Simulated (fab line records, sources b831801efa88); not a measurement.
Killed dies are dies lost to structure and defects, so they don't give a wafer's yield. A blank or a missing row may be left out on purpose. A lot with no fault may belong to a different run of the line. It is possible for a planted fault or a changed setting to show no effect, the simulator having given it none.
A struck lot beside a sound one :: flow sky130 :: 15 out of 708 route steps
Sound: wafers L745.1, L745.3, L745.5. Struck: wafers L748.2, L748.3, L748.5. The cause comes at the end.
At each step with rows: each side's tool, then ch and its chambers, then its first start. Under that, the readings that differ: sound wafers :: struck wafers :: difference of the means :: sigmas: that difference in standard deviations of wafers without a fault.
alike: same words and numbers on both sides, and readings whose means sit less than 2 such deviations apart. not compared: any withheld reading, any reading some wafer has no value for, any bound like >300 that may hide the same value, and any number with overlapping values for which the record gives no deviation.
Wherever a step has rows on one side only, a row that says differs or no value, or a row with sigmas, the two part there. Numbers that don't overlap but have no deviation are shown without sigmas and don't part them. Lack of a reading on every wafer of one side parts them only where that side has two or more wafers.

first, 4 steps without rows for these wafers: SKY_PWDE_SOFTBAKE_03; SKY_PWDE_EXPOSE_04 (exposes mask PWDEM, target cd 840 nm); SKY_PWDE_PEB_05; SKY_PWDE_DEVELOP_06 (develop time 60 s).
SKY_PWDE_OVL_MEAS_07:
  sound on overlay-01, day 4 01:20; struck on overlay-01, day 5 04:33
  alike: PWDE_OVL
then, 1 step without rows for these wafers: SKY_PWDE_IMPLANT_08.
SKY_PWDE_STRIP_09: strips in O2/N2.
  sound on plasmaAsher-04 ch 0,1, day 4 01:32; struck on plasmaAsher-01 ch 0,1, day 5 04:44
  alike: drypumpMotorCurrentA, o2FlowSccm, oesProductAu, stripTimeToEndpointS
  not compared: rfHoursCounterH
SKY_PWDE_TW_MEAS_10:
  sound on filmMetro-02, day 4 01:38; struck on filmMetro-01, day 5 04:50
reading: PWDE_TW
sound: 368 372 370
struck: 381 381 382
difference: +11
sigmas: +3
then, 4 steps without rows for these wafers: SKY_NWELL_DEHYDRATE_03 (time 60 s); SKY_NWELL_HMDS_04 (prime time 60 s); SKY_NWELL_COAT_05 (resist thk 3000 nm); SKY_NWELL_SOFTBAKE_06.
SKY_NWELL_EXPOSE_07: exposes mask NWM, target cd 840 nm.
  sound on ilineStepper-01 ch 0, day 4 10:06; struck on ilineStepper-02 ch 0, day 5 14:07
reading: mask
sound: NWM#0 NWM#0 NWM#0
struck: NWM_R1#0 NWM_R1#0 NWM_R1#0
difference: differs
sigmas: 
then, 1 step without rows for these wafers: SKY_NWELL_PEB_08.
-- the record jumps here: 41 days lie between the struck wafers' starts before and after (it left off in module NWELL and takes up again in module PAD_OPEN, whose first step shown is number 708 of the route) --
SKY_PAD_OPEN_PROBE_99:
  sound on prober-02, day 45 13:37; struck on prober-01, day 46 23:37
reading: model.etest.nfet_16v.rOnOhmUm
sound: 1.426e+04 1.418e+04 1.424e+04
struck: 1.455e+04 1.441e+04 1.448e+04
difference: +2.533e+02
sigmas: 

reading: model.etest.resNwell.lineOhmUm
sound: 1085 1085 1074
struck: 1380 1372 1377
difference: +295
sigmas: 

reading: model.etest.resNwell.widthNm (nm)
sound: 841.3 842 840.7
struck: 716.5 718.9 715.2
difference: -124.5
sigmas: 

reading: model.etest.resIsoPwell.widthNm (nm)
sound: 2649 2656 2647
struck: 2747 2736 2728
difference: +86
sigmas: 
  not compared: model.etest.pfet_16v.rOnOhmUm, model.etest.pfet_16v.driveUaUm

== WHERE THEY PART ==
First at SKY_PWDE_TW_MEAS_10; last, within this record, at SKY_NWELL_EXPOSE_07.

WHY: what had been put in by the simulator
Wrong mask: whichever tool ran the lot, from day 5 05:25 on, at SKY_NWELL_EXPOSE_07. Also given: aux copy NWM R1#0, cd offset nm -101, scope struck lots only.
